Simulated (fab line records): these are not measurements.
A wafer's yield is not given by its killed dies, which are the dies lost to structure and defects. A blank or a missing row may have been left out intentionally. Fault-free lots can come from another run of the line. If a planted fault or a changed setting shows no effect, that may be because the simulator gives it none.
A struck lot beside a sound one	flow sfq line	41 steps out of a route of 325
Sound: the wafers L502.1, L502.3, L502.4. Struck: wafer L509.6. (L509.2 of the same lot was not struck and is left out.) The cause comes at the end.
Each step with rows lists, per side, the tool, then ch with its chambers, then its first start. Under that, the readings that differ: sound wafers	struck wafers	difference of the means	sigmas: that difference in standard deviations of wafers without a fault.
alike: words and numbers the same on both sides, and readings whose means are apart by under 2 such deviations; not compared: readings that were withheld, readings missing a value for some wafer, numbers with overlapping values and no deviation given by the record, and bounds like >300 which may hide the same value.
A row with sigmas, a row that says differs or no value, or rows on one side alone: a step with any of these is where the two part. When numbers do not overlap yet have no deviation, they are printed without sigmas and do not part them. A reading that every wafer of one side lacks parts them only if that side has two wafers or more.

first, 1 step without rows for these wafers: SFQ_TRILAYER_M6_DEP_PRE_CLEAN_158 (time 22.5 s).
SFQ_TRILAYER_M6_DEP_SPUTTER_157: material Nb, target thk 200 nm, time 133.3 s.
  sound on pvd sputter-04, day 69 01:05; struck on pvd sputter-04, day 71 04:20
  alike: throttle valve pct
SFQ_M6_RS_MEAS_938: the measuring method here is four-point-probe.
  sound on film metro-04, day 69 01:10; struck on film metro-04, day 71 04:26
reading	sound	struck	difference	sigmas
M6_NB_RS (ohm/sq)	0.886 0.890 0.892	0.868	-0.021	-2
then, 6 steps without rows for these wafers: SFQ_TRILAYER_M6_LITHO_COAT_164 (resist thk 62 nm); SFQ_TRILAYER_M6_LITHO_COAT_159 (resist thk 600 nm); SFQ_TRILAYER_M6_LITHO_SOFTBAKE_163; SFQ_TRILAYER_M6_LITHO_EXPOSE_160 (exposes mask M6, target cd 500 nm); SFQ_TRILAYER_M6_LITHO_PEB_162 (peb time 60 s); SFQ_TRILAYER_M6_LITHO_DEVELOP_161 (time 60 s).
SFQ_M6_OVL_MEAS_940:
  sound on overlay-01, day 70 02:40; struck on overlay-01, day 72 11:37
  alike: M6_OVL
then, 1 step without rows for these wafers: SFQ_TRILAYER_M6_BARC_OPEN_METAL_ETCH_206 (etches BARC in O2, target depth 125 nm, time 41.7 s).
SFQ_TRILAYER_M6_ETCH_METAL_ETCH_162: etches Nb in Cl2/Ar, stops on SiO2, target depth 240 nm, time 120 s.
  sound on rie metal-01 ch 0,1, day 70 02:46; struck on rie metal-01 ch 1, day 72 11:42
reading	sound	struck	difference	sigmas
oes product au (a.u.)	0.893 0.894 0.891	0.989	+0.096	+14
run length s (s)	148.0 147.5 148.4	114.5	-33.5	-70
model.KrF_of_TRILAYER_M6_LITHO_COAT_159.thk nm (nm)	379.1 380.3 380.8	424.2	+44.1	
model.etch.depth nm (nm)	200.8 199.9 199.7	169.6	-30.5	
model.M6.feature depth nm (nm)	200.8 199.9 199.7	169.6	-30.5	
  alike: drypump motor current A
  not compared: rf hours counter h
SFQ_TRILAYER_M6_STRIP_STRIP_163: strips in O2.
  sound on rie metal-01 ch 0,1, day 70 02:53; struck on rie metal-01 ch 1, day 72 11:49
  alike: drypump motor current A, oes product au
  not compared: rf hours counter h
then, 2 steps without rows for these wafers: SFQ_TRILAYER_M6_STRIP_SOLV_CLEAN_164 (cleans in NMP, time 600 s); SFQ_TRILAYER_I6_DEP_PECVD_165 (deposits SiO2 from SiH4/N2O, time 111.11 s, target thk 500 nm).
SFQ_TRILAYER_I6_CMP_CMP_166: polishes SiO2.
  sound on cmp-01 ch 0,1,2, day 70 09:56; struck on cmp-02 ch 3, day 72 21:34
  alike: edge zone pressure frac, motor current A, time to endpoint s
SFQ_I6_BOW_MEAS_941:
  sound on film metro-01, day 70 12:26; struck on film metro-02, day 72 22:08
  alike: I6_BOW
then, 7 steps without rows for these wafers: SFQ_TRILAYER_I6_METRO_MEASURE_167; SFQ_TRILAYER_I6_VIA_LITHO_COAT_174 (resist thk 62 nm); SFQ_TRILAYER_I6_VIA_LITHO_COAT_169 (resist thk 650 nm); SFQ_TRILAYER_I6_VIA_LITHO_SOFTBAKE_173; SFQ_TRILAYER_I6_VIA_LITHO_EXPOSE_170 (exposes mask I6, target cd 700 nm); SFQ_TRILAYER_I6_VIA_LITHO_PEB_172 (peb time 60 s); SFQ_TRILAYER_I6_VIA_LITHO_DEVELOP_171 (time 60 s).
SFQ_I6_OVL_MEAS_942:
  sound on overlay-02, day 71 20:12; struck on overlay-01, day 74 00:48
reading	sound	struck	difference	sigmas
I6_OVL (nm)	5 3 0	-13	-16	-3
then, 2 steps without rows for these wafers: SFQ_TRILAYER_I6_VIA_BARC_OPEN_VIA_ETCH_235 (etches BARC in O2, target depth 125 nm, time 41.7 s); SFQ_TRILAYER_I6_VIA_ETCH_VIA_ETCH_172 (etches SiO2 in CHF3, stops on Nb, target depth 260 nm).
SFQ_TRILAYER_I6_VIA_STRIP_STRIP_173: strips in O2.
  sound on rie metal-03 ch 0,1, day 71 20:23; struck on rie metal-03 ch 0, day 74 00:59
  alike: drypump motor current A, oes product au
  not compared: rf hours counter h
then, 3 steps without rows for these wafers: SFQ_TRILAYER_I6_VIA_STRIP_SOLV_CLEAN_174 (cleans in NMP, time 600 s); SFQ_TRILAYER_M7_DEP_PRE_CLEAN_176 (time 22.5 s); SFQ_TRILAYER_M7_DEP_SPUTTER_175 (material Nb, target thk 200 nm, time 133.3 s).
SFQ_M7_RS_MEAS_943: the measuring method here is four-point-probe.
  sound on film metro-04, day 71 21:17; struck on film metro-03, day 74 01:54
  alike: M7_NB_RS
then, 6 steps without rows for these wafers: SFQ_TRILAYER_M7_LITHO_COAT_182 (resist thk 62 nm); SFQ_TRILAYER_M7_LITHO_COAT_177 (resist thk 600 nm); SFQ_TRILAYER_M7_LITHO_SOFTBAKE_181; SFQ_TRILAYER_M7_LITHO_EXPOSE_178 (exposes mask M7, target cd 500 nm); SFQ_TRILAYER_M7_LITHO_PEB_180 (peb time 60 s); SFQ_TRILAYER_M7_LITHO_DEVELOP_179 (time 60 s).
SFQ_M7_OVL_MEAS_945:
  sound on overlay-02, day 73 00:48; struck on overlay-02, day 75 04:03
  alike: M7_OVL
SFQ_TRILAYER_M7_BARC_OPEN_METAL_ETCH_229: etches BARC in O2, target depth 125 nm, time 41.7 s.
  sound on rie metal-03 ch 0,1, day 73 00:50; struck on rie metal-01 ch 0, day 75 04:05
reading	sound	struck	difference	sigmas
oes product au (a.u.)	0.684 0.680 0.684	0.695	+0.012	+3
  alike: drypump motor current A, run length s
  not compared: rf hours counter h
-- the record jumps here: 7 days lie between the struck wafers' starts before and after --
SFQ_M8_BOW_MEAS_951:
  sound on film metro-04, day 79 06:23; struck on film metro-02, day 81 16:17
reading	sound	struck	difference	sigmas
model.etest.m6.comb log10 ohm	12 12 12	0	-12	
  alike: M8_BOW

== WHERE THEY PART ==
First at SFQ_M6_RS_MEAS_938; last, within this record, at SFQ_TRILAYER_M7_BARC_OPEN_METAL_ETCH_229. Later steps at which nothing parts them and some readings are alike: SFQ_M8_BOW_MEAS_951.

WHY: whatever the simulator had introduced
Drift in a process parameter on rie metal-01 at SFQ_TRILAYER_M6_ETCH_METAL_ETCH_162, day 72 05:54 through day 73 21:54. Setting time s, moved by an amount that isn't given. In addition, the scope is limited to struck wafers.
